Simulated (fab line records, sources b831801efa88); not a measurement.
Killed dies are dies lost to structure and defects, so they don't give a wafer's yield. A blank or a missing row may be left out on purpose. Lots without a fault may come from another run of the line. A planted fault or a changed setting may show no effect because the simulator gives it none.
One fault seen from 2 desks | flow sky130 | each desk has only its own numbers; what lay behind them comes last

THE TOOL OWNER'S DESK: rie_si-02
The tool's own readings at SKY_POLY_GATE_ETCH_17 (etches poly-Si in HBr/Cl2, stops on SiO2, target depth 180 nm, time 70.5 s): means of the sampled wafers that have a number, for each lot that ran on this tool. A lot is out of limits, marked OUT, if its mean lies more than 4 standard deviations from the usual mean; the brackets give that distance.
Columns: A = bias_w at SKY_POLY_GATE_ETCH_17, usual 100.00 W; B = drypump_motor_current_A at SKY_POLY_GATE_ETCH_17, usual 5.9 A; C = mfc_cl2_sccm at SKY_POLY_GATE_ETCH_17, usual 49.98 sccm; D = oes_product_au at SKY_POLY_GATE_ETCH_17, usual 0.984 a.u.; E = throttle_valve_pct at SKY_POLY_GATE_ETCH_17, usual 33.684 %
lot  | first seen here | A                | B   | C     | D     | E
L523 | day 17 07:37    | 99.93            | 5.7 | 50.00 | 0.984 | 33.677
L524 | day 17 12:16    | 100.09           | 6.1 | 49.79 | 0.983 | 33.684
L527 | day 18 08:16    | 110.01 (+36) OUT | 5.7 | 50.25 | 0.989 | 33.680
L528 | day 18 20:28    | 109.99 (+36) OUT | 5.8 | 50.07 | 0.989 | 33.696
L536 | day 21 23:55    | 99.89            | 6.1 | 49.84 | 0.984 | 33.683
L538 | day 22 11:04    | 99.75            | 6.1 | 50.09 | 0.984 | 33.686
L540 | day 23 05:34    | 100.10           | 5.5 | 49.90 | 0.983 | 33.673
L544 | day 24 14:58    | 100.10           | 5.8 | 49.74 | 0.983 | 33.686
This desk's finding: out of limits on L527, L528; first on L527, day 18 08:16 (bias_w at SKY_POLY_GATE_ETCH_17). In limits: L523, L524, L536, L538, L540, L544.

THE METROLOGY DESK
What the gauges read, lot by lot, whatever tool the lot ran on: means of the sampled wafers that have a number. A lot is out of limits, marked OUT, if its mean lies more than 4 standard deviations from the usual mean; the brackets give that distance.
Columns: A = LDD_HVN_TW at SKY_LDD_HVN_TW_MEAS_10, usual 1446
lot  | first seen here | A
L521 | day 20 03:10    | 1447
L522 | day 20 15:52    | 1432
L523 | day 21 05:37    | 1455
L524 | day 21 12:22    | 1445
L527 | day 22 07:29    | 1448
L528 | day 22 20:44    | 1446
L535 | day 25 10:34    | 1455
L536 | day 25 20:06    | 1434
L538 | day 26 08:25    | 1463
L540 | day 27 01:43    | 1457
L543 | day 28 01:49    | 1457
L544 | day 28 08:43    | 1445
This desk's finding: nothing out of limits on any of the 12 lots.

PUT TOGETHER
The tool owner's desk could have raised an alarm at day 18 08:16, on L527, L528.
The metrology desk saw nothing out of limits.
The metrology desk has L527, L528 on record, within its limits.
Of the lots named, all ran SKY_POLY_GATE_ETCH_17 on rie_si-02.

WHAT THE SIMULATOR HAD PUT IN
Process parameter drift: rie_si-02, from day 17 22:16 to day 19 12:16, at SKY_POLY_GATE_ETCH_17. Setting bias_w, moved by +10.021, from 100. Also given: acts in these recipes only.
Lots struck among those shown: L527, L528.
Hours from the fault's start to each desk's first reading out of limits: the tool owner's desk, 10.
